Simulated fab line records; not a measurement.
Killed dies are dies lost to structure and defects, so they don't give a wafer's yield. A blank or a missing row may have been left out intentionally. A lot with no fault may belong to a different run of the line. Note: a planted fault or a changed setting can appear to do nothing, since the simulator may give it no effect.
Tool commonality check :: flow gf180mcu :: 13 lots and 39 wafers in the sample

## REASON IT WAS OPENED
GF_MIM_THK_MEAS_06, reading MIM_CVD_05_THK: flagged on 3 of 13 lots. Fault-free wafers read 41.9 nm, with a standard deviation of 0.65.
Rule: flag the lot when none of its wafers has a number, or when each of its wafers that has one lies beyond 4 standard deviations from that mean. As for the other lots, they are considered sound.

lot: L890
measured: day 25 20:17
on: film_metro-04
MIM_CVD_05_THK (nm), wafer by wafer: 40.7 42.3 42.0
flag: 

lot: L891
measured: day 26 01:27
on: film_metro-02
MIM_CVD_05_THK (nm), wafer by wafer: 41.1 41.0 42.4
flag: 

lot: L892
measured: day 26 10:23
on: film_metro-01
MIM_CVD_05_THK (nm), wafer by wafer: 41.8 42.6 42.3
flag: 

lot: L895
measured: day 27 10:09
on: film_metro-04
MIM_CVD_05_THK (nm), wafer by wafer: 41.6 42.4 42.4
flag: 

lot: L896
measured: day 27 15:56
on: film_metro-01
MIM_CVD_05_THK (nm), wafer by wafer: 42.1 42.9 42.2
flag: 

lot: L898
measured: day 28 06:47
on: film_metro-02
MIM_CVD_05_THK (nm), wafer by wafer: 42.0 43.1 42.8
flag: 

lot: L899
measured: day 28 10:52
on: film_metro-02
MIM_CVD_05_THK (nm), wafer by wafer: 40.6 41.6 41.0
flag: 

lot: L900
measured: day 28 21:44
on: film_metro-02
MIM_CVD_05_THK (nm), wafer by wafer: 83.8 86.4 85.0
flag: FLAGGED

lot: L901
measured: day 29 03:39
on: film_metro-01
MIM_CVD_05_THK (nm), wafer by wafer: 40.7 41.6 42.3
flag: 

lot: L902
measured: day 29 06:46
on: film_metro-04
MIM_CVD_05_THK (nm), wafer by wafer: 83.5 84.8 83.8
flag: FLAGGED

lot: L903
measured: day 29 13:24
on: film_metro-01
MIM_CVD_05_THK (nm), wafer by wafer: 41.7 41.1 41.3
flag: 

lot: L906
measured: day 30 12:55
on: film_metro-04
MIM_CVD_05_THK (nm), wafer by wafer: 41.7 42.0 42.6
flag: 

lot: L909
measured: day 31 04:20
on: film_metro-02
MIM_CVD_05_THK (nm), wafer by wafer: 84.1 82.5 84.9
flag: FLAGGED
The numbers of the flagged lots are 84.3 nm on average: +42.4 nm against the usual, or +65 standard deviations.

## WHICH TOOL EACH LOT WENT THROUGH
The record holds 3 process steps before the reading, out of a route of 602 steps. In each cell: the tool, then ch and the chambers that the sampled wafers went through, then the start.
lot: L890
flag: 
GF_MIM_SPUTTER_02: pvd_sputter-01, day 25 20:10
GF_MIM_SPUTTER_03: pvd_sputter-01, day 25 20:11
GF_MIM_CVD_05: pecvd-02 ch 0,1,2, day 25 20:15

lot: L891
flag: 
GF_MIM_SPUTTER_02: pvd_sputter-04, day 26 01:19
GF_MIM_SPUTTER_03: pvd_sputter-04, day 26 01:21
GF_MIM_CVD_05: pecvd-02 ch 0,1,2, day 26 01:25

lot: L892
flag: 
GF_MIM_SPUTTER_02: pvd_sputter-03, day 26 10:14
GF_MIM_SPUTTER_03: pvd_sputter-03, day 26 10:16
GF_MIM_CVD_05: pecvd-01 ch 0,2, day 26 10:20

lot: L895
flag: 
GF_MIM_SPUTTER_02: pvd_sputter-03, day 27 10:01
GF_MIM_SPUTTER_03: pvd_sputter-03, day 27 10:02
GF_MIM_CVD_05: pecvd-01 ch 0,1,2, day 27 10:06

lot: L896
flag: 
GF_MIM_SPUTTER_02: pvd_sputter-01, day 27 15:49
GF_MIM_SPUTTER_03: pvd_sputter-01, day 27 15:51
GF_MIM_CVD_05: pecvd-01 ch 0,1,2, day 27 15:55

lot: L898
flag: 
GF_MIM_SPUTTER_02: pvd_sputter-01, day 28 06:40
GF_MIM_SPUTTER_03: pvd_sputter-01, day 28 06:42
GF_MIM_CVD_05: pecvd-01 ch 0,1,2, day 28 06:46

lot: L899
flag: 
GF_MIM_SPUTTER_02: pvd_sputter-04, day 28 10:45
GF_MIM_SPUTTER_03: pvd_sputter-04, day 28 10:47
GF_MIM_CVD_05: pecvd-04 ch 0,1, day 28 10:50

lot: L900
flag: FLAGGED
GF_MIM_SPUTTER_02: pvd_sputter-01, day 28 21:25
GF_MIM_SPUTTER_03: pvd_sputter-01, day 28 21:26
GF_MIM_CVD_05: pecvd-01 ch 0,1, day 28 21:30

lot: L901
flag: 
GF_MIM_SPUTTER_02: pvd_sputter-03, day 29 03:31
GF_MIM_SPUTTER_03: pvd_sputter-03, day 29 03:32
GF_MIM_CVD_05: pecvd-04 ch 0,1,2, day 29 03:36

lot: L902
flag: FLAGGED
GF_MIM_SPUTTER_02: pvd_sputter-04, day 29 06:25
GF_MIM_SPUTTER_03: pvd_sputter-04, day 29 06:27
GF_MIM_CVD_05: pecvd-01 ch 0,1,2, day 29 06:31

lot: L903
flag: 
GF_MIM_SPUTTER_02: pvd_sputter-04, day 29 13:17
GF_MIM_SPUTTER_03: pvd_sputter-04, day 29 13:19
GF_MIM_CVD_05: pecvd-04 ch 0,1,2, day 29 13:22

lot: L906
flag: 
GF_MIM_SPUTTER_02: pvd_sputter-01, day 30 12:46
GF_MIM_SPUTTER_03: pvd_sputter-01, day 30 12:48
GF_MIM_CVD_05: pecvd-02 ch 0,2, day 30 12:52

lot: L909
flag: FLAGGED
GF_MIM_SPUTTER_02: pvd_sputter-04, day 31 04:01
GF_MIM_SPUTTER_03: pvd_sputter-04, day 31 04:03
GF_MIM_CVD_05: pecvd-04 ch 1,2, day 31 04:07
What these steps do:
- GF_MIM_SPUTTER_02: material AlCu, target thk 450 nm, time 23.9 s.
- GF_MIM_SPUTTER_03: material Ti, target thk 10 nm, time 6.7 s.
- GF_MIM_CVD_05: deposits Si3N4, target thk 42 nm, time 29.086 s.
- GF_MIM_THK_MEAS_06

## FLAGGED AGAINST TOTAL, ONE TOOL AT A TIME (gauges that did the reading follow at the end)
step: GF_MIM_SPUTTER_02
tool: pvd_sputter-01
lots run: 5
flagged: 1
share of the flagged lots: some
sound lots run after its first flagged lot: 1 (L906)

step: GF_MIM_SPUTTER_02
tool: pvd_sputter-03
lots run: 3
flagged: 0
share of the flagged lots: none
sound lots run after its first flagged lot: -

step: GF_MIM_SPUTTER_02
tool: pvd_sputter-04
lots run: 5
flagged: 2
share of the flagged lots: some
sound lots run after its first flagged lot: 1 (L903)

step: GF_MIM_SPUTTER_03
tool: pvd_sputter-01
lots run: 5
flagged: 1
share of the flagged lots: some
sound lots run after its first flagged lot: 1 (L906)

step: GF_MIM_SPUTTER_03
tool: pvd_sputter-03
lots run: 3
flagged: 0
share of the flagged lots: none
sound lots run after its first flagged lot: -

step: GF_MIM_SPUTTER_03
tool: pvd_sputter-04
lots run: 5
flagged: 2
share of the flagged lots: some
sound lots run after its first flagged lot: 1 (L903)

step: GF_MIM_CVD_05
tool: pecvd-01
lots run: 6
flagged: 2
share of the flagged lots: some
sound lots run after its first flagged lot: 0

step: GF_MIM_CVD_05
tool: pecvd-02
lots run: 3
flagged: 0
share of the flagged lots: none
sound lots run after its first flagged lot: -

step: GF_MIM_CVD_05
tool: pecvd-04
lots run: 4
flagged: 1
share of the flagged lots: some
sound lots run after its first flagged lot: 0

step: GF_MIM_THK_MEAS_06
tool: film_metro-01
lots run: 4
flagged: 0
share of the flagged lots: none
sound lots run after its first flagged lot: -

step: GF_MIM_THK_MEAS_06
tool: film_metro-02
lots run: 5
flagged: 2
share of the flagged lots: some
sound lots run after its first flagged lot: 0

step: GF_MIM_THK_MEAS_06
tool: film_metro-04
lots run: 4
flagged: 1
share of the flagged lots: some
sound lots run after its first flagged lot: 1 (L906)

## WHAT IS ALLOWED BY THE TABLE
No row of the table ran every flagged lot.

## WHAT WAS PUT IN BY THE SIMULATOR
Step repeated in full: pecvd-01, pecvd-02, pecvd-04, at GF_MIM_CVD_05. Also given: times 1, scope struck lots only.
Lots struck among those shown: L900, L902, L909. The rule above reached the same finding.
